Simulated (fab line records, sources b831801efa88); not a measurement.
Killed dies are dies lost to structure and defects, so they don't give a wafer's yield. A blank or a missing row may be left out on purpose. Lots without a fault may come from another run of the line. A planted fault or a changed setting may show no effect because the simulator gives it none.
Which tool did it? | flow sky130 | 14 lots, 41 wafers sampled, at 4 steps of a route of 708

WHAT THE GAUGES READ, wafer by wafer
SKY_VIA2_RS_MEAS_22: measures by four-point-probe.
lot  | measured     | on            | VIA2_W_RS (ohm/sq)
L720 | day 37 10:26 | film_metro-01 | 0.272 0.274 0.273
L719 | day 37 14:52 | film_metro-02 | 0.266 0.270 0.269
L721 | day 37 18:53 | film_metro-01 | 0.263 0.267 0.267
L722 | day 38 03:42 | film_metro-02 | 0.271 0.270 0.270
L723 | day 38 07:02 | film_metro-04 | 0.266 0.265 0.264
L724 | day 38 11:04 | film_metro-04 | 0.277 0.275
L725 | day 39 01:50 | film_metro-01 | 0.269 0.267 0.268
L728 | day 39 18:35 | film_metro-01 | 0.270 0.270 0.272
L732 | day 41 05:40 | film_metro-04 | 0.271 0.273 0.272
L733 | day 41 09:06 | film_metro-04 | 0.271 0.269 0.270
L734 | day 41 10:35 | film_metro-01 | 0.267 0.270 0.267
L735 | day 41 20:49 | film_metro-01 | 0.272 0.266 0.270
L736 | day 42 05:55 | film_metro-04 | 0.273 0.271 0.271
L739 | day 42 23:36 | film_metro-01 | 0.268 0.269 0.267

WHICH TOOL RAN EACH LOT (tool, then ch and the chambers of the sampled wafers, then the start)
lot  | SKY_METAL2_DESCUM_17              | SKY_VIA2_CMP_02               | SKY_VIA2_ETCH_14
L720 | rie_metal-02 ch 1, day 36 05:27   | cmp-02 ch 1,2,3, day 36 06:36 | rie_diel-02 ch 0,1,2, day 37 09:25
L719 | rie_metal-04 ch 0,1, day 36 10:39 | cmp-01 ch 2,3, day 36 11:37   | rie_diel-02 ch 0,1,3, day 37 13:57
L721 | rie_metal-04 ch 0,1, day 36 14:33 | cmp-02 ch 0,1,3, day 36 15:37 | rie_diel-01 ch 1,3, day 37 17:54
L722 | rie_metal-04 ch 0,1, day 36 23:28 | cmp-02 ch 0,3, day 37 00:32   | rie_diel-01 ch 0,1, day 38 02:46
L723 | rie_metal-02 ch 0,1, day 37 02:11 | cmp-01 ch 0,2,3, day 37 03:17 | rie_diel-04 ch 0,3, day 38 06:08
L724 | rie_metal-04 ch 0, day 37 07:00   | cmp-02 ch 0,3, day 37 08:11   | rie_diel-01 ch 0,3, day 38 10:05
L725 | rie_metal-04 ch 0, day 37 22:23   | cmp-01 ch 0,2,3, day 37 23:25 | rie_diel-02 ch 0,2, day 39 00:58
L728 | rie_metal-04 ch 0, day 38 14:22   | cmp-01 ch 1,2,3, day 38 15:32 | rie_diel-01 ch 0,1,2, day 39 17:40
L732 | rie_metal-02 ch 1, day 40 02:41   | cmp-02 ch 0,1,3, day 40 03:45 | rie_diel-02 ch 0,1,3, day 41 04:46
L733 | rie_metal-01 ch 0,1, day 40 06:42 | cmp-02 ch 0,2,3, day 40 07:56 | rie_diel-02 ch 0,1,2, day 41 08:08
L734 | rie_metal-01 ch 0,1, day 40 07:47 | cmp-01 ch 0,1,2, day 40 08:56 | rie_diel-04 ch 0,2,3, day 41 09:38
L735 | rie_metal-04 ch 0,1, day 40 18:27 | cmp-02 ch 1,2,3, day 40 19:30 | rie_diel-04 ch 0,1,3, day 41 19:40
L736 | rie_metal-01 ch 0,1, day 41 03:26 | cmp-01 ch 1,3, day 41 04:35   | rie_diel-01 ch 1,2, day 42 04:58
L739 | rie_metal-04 ch 0,1, day 41 20:53 | cmp-02 ch 0,1,3, day 41 21:58 | rie_diel-01 ch 1,2,3, day 42 22:32
- SKY_METAL2_DESCUM_17: chemistry O2, time 8 s.
- SKY_VIA2_CMP_02: polishes SiO2.
- SKY_VIA2_ETCH_14: etches BARC in N2/H2, stops on SiO2, time 45.9 s, target depth 60 nm.

WHAT THE TOOLS THEMSELVES READ (means of the sampled wafers that have a number; where no wafer has one, the mark that the record gives instead)
SKY_METAL2_DESCUM_17.
lot  | tool         | drypump_motor_current_A (A) | oes_product_au (a.u.)
L720 | rie_metal-02 | 4.7                         | 0.990
L719 | rie_metal-04 | 5.7                         | 0.997
L721 | rie_metal-04 | 5.7                         | 0.997
L722 | rie_metal-04 | 5.7                         | 0.998
L723 | rie_metal-02 | 5.1                         | 0.994
L724 | rie_metal-04 | 6.1                         | 1.018
L725 | rie_metal-04 | 6.1                         | 1.005
L728 | rie_metal-04 | 6.1                         | 1.006
L732 | rie_metal-02 | 4.6                         | 0.992
L733 | rie_metal-01 | 5.4                         | 1.001
L734 | rie_metal-01 | 5.3                         | 0.996
L735 | rie_metal-04 | 5.4                         | 1.005
L736 | rie_metal-01 | 5.4                         | 1.001
L739 | rie_metal-04 | 5.7                         | 1.003

SKY_VIA2_CMP_02.
lot  | tool   | motor_current_A (A)
L720 | cmp-02 | 11.8
L719 | cmp-01 | 10.0
L721 | cmp-02 | 12.6
L722 | cmp-02 | 12.8
L723 | cmp-01 | 11.0
L724 | cmp-02 | 12.2
L725 | cmp-01 | 10.8
L728 | cmp-01 | 10.2
L732 | cmp-02 | 12.8
L733 | cmp-02 | 11.6
L734 | cmp-01 | 11.5
L735 | cmp-02 | 11.6
L736 | cmp-01 | 10.7
L739 | cmp-02 | 12.7

SKY_VIA2_ETCH_14.
lot  | tool        | drypump_motor_current_A (A) | oes_product_au (a.u.) | run_length_s (s) | throttle_valve_pct (%)
L720 | rie_diel-02 | 5.3                         | 0.855                 | 74.6             | 13.228
L719 | rie_diel-02 | 5.5                         | 0.855                 | 74.7             | 13.220
L721 | rie_diel-01 | 4.9                         | 0.852                 | 74.2             | 13.225
L722 | rie_diel-01 | 5.9                         | 0.853                 | 73.4             | 13.219
L723 | rie_diel-04 | 5.9                         | 0.846                 | 73.9             | 13.223
L724 | rie_diel-01 | 5.5                         | 0.851                 | 73.7             | 13.227
L725 | rie_diel-02 | 5.0                         | 0.853                 | 74.6             | 13.228
L728 | rie_diel-01 | 5.6                         | 0.859                 | 73.7             | 13.233
L732 | rie_diel-02 | 5.5                         | 0.895                 | 72.5             | 13.230
L733 | rie_diel-02 | 5.3                         | 0.889                 | 72.4             | 13.233
L734 | rie_diel-04 | 6.1                         | 0.854                 | 74.1             | 13.218
L735 | rie_diel-04 | 5.9                         | 0.854                 | 74.1             | 13.230
L736 | rie_diel-01 | 5.4                         | 0.856                 | 73.8             | 13.227
L739 | rie_diel-01 | 5.2                         | 0.856                 | 74.1             | 13.223

THE ANSWER, worked out from the rows above alone
Rule: what is usual is taken from the lots themselves. Put in order of their means at a reading, lots are off if they are a third of the lots or fewer, leave a main group of 4 or more, and stand apart from it by a gap of 3 or more times the standard deviation of the main group's means; of several such gaps the widest counts. A main group whose means are all the same, to the digits that the tables above print for the reading, isn't used. A lot without any number at a reading at which 4 lots or more have one is off too. The other lots that the step has rows for count as sound. The gauges are gone through in route order, then the tools' own readings, and for those a lot's mean is taken as printed above. The first step at which some lot is off is used, and at that step the reading that is off furthest; a lot without a number counts as furthest.
Off: L732, L733, at SKY_VIA2_ETCH_14 (oes_product_au). The main group: mean 0.854 a.u., standard deviation 0.0031.
A tool fits if, at that step or a process step before it, it ran every lot that is off, and no sound lot after the first of them. One fits: rie_diel-02 at SKY_VIA2_ETCH_14. Its last sound lot is L725 (day 39 00:58), its first lot that is off L732 (day 41 04:46): a fault that began between those two fits.
The tool's own readings at SKY_VIA2_ETCH_14 bear it out: on the lots that are off they differ by more than 5 times the standard deviation of the sound lots' means. oes_product_au reads 0.892 a.u. there against 0.854 a.u. on the sound lots.

WHAT THE SIMULATOR HAD PUT IN
Process parameter drift: rie_diel-02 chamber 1, from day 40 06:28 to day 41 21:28, at SKY_VIA2_ETCH_14. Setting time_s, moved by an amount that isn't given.
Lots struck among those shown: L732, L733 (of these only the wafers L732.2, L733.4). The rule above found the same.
